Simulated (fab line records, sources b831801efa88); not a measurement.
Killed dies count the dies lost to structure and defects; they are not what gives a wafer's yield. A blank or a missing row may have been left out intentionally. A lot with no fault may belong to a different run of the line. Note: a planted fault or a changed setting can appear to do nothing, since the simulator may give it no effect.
Matching of chambers    flow sky130    SKY_VIA4_ETCH_12 on rie-diel-04: 4 sister chambers
The step etches SiO2 in C4F8/O2/Ar, stops on TiN, target depth 580 nm. 14 wafers are shown with their chamber, then 7 later ones without.

WAFERS WITH THEIR CHAMBER
wafer   chamber  oes-product-au (a.u.)
L350.1  3        0.925
L350.4  2        0.930
L350.6  1        0.923
L351.2  1        0.918
L351.3  3        0.921
L351.6  2        0.926
L353.1  1        0.928
L353.3  0        0.924
L353.6  2        0.930
L354.3  1        0.924
L354.4  2        0.922
L354.6  0        0.918
L356.2  1        0.926
L356.3  3        0.921

SIGNATURES, as means of the wafers listed above
reading         chamber 0  chamber 1  chamber 2  chamber 3  scatter within a chamber
oes-product-au  0.92100    0.92380    0.92700    0.92233    0.0036
Rule: distance of a wafer from a chamber = root of the sum over the readings of ((wafer's reading minus chamber's mean) / reading's scatter) squared. If the next closest chamber is less than 2 further off than the closest, the wafer can't be placed; otherwise it belongs to the closest. The scatter is the square root of a quotient: the sum, over the shown wafers, of each reading's squared deviation from its chamber's mean, divided by wafers minus chambers.

WAFERS WITH NO CHAMBER GIVEN
wafer   oes-product-au (a.u.)
L356.4  0.927
L371.3  0.926
L371.5  0.919
L371.6  0.923
L373.1  0.923
L373.3  0.928
L373.6  0.929

CHAMBER TAKEN BY EACH
wafer   from the rows above                in truth
L356.4  can't be placed: 2 or 1 or 3 or 0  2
L371.3  can't be placed: 2 or 1 or 3 or 0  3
L371.5  can't be placed: 0 or 3 or 1 or 2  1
L371.6  can't be placed: 3 or 1 or 0 or 2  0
L373.1  can't be placed: 3 or 1 or 0 or 2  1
L373.3  can't be placed: 2 or 1 or 3 or 0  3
L373.6  can't be placed: 2 or 1 or 3 or 0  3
Placed correctly: 0 of 7. Not placeable from these rows: 7 (in 7, the candidates include the true chamber). Placed wrongly: 0.
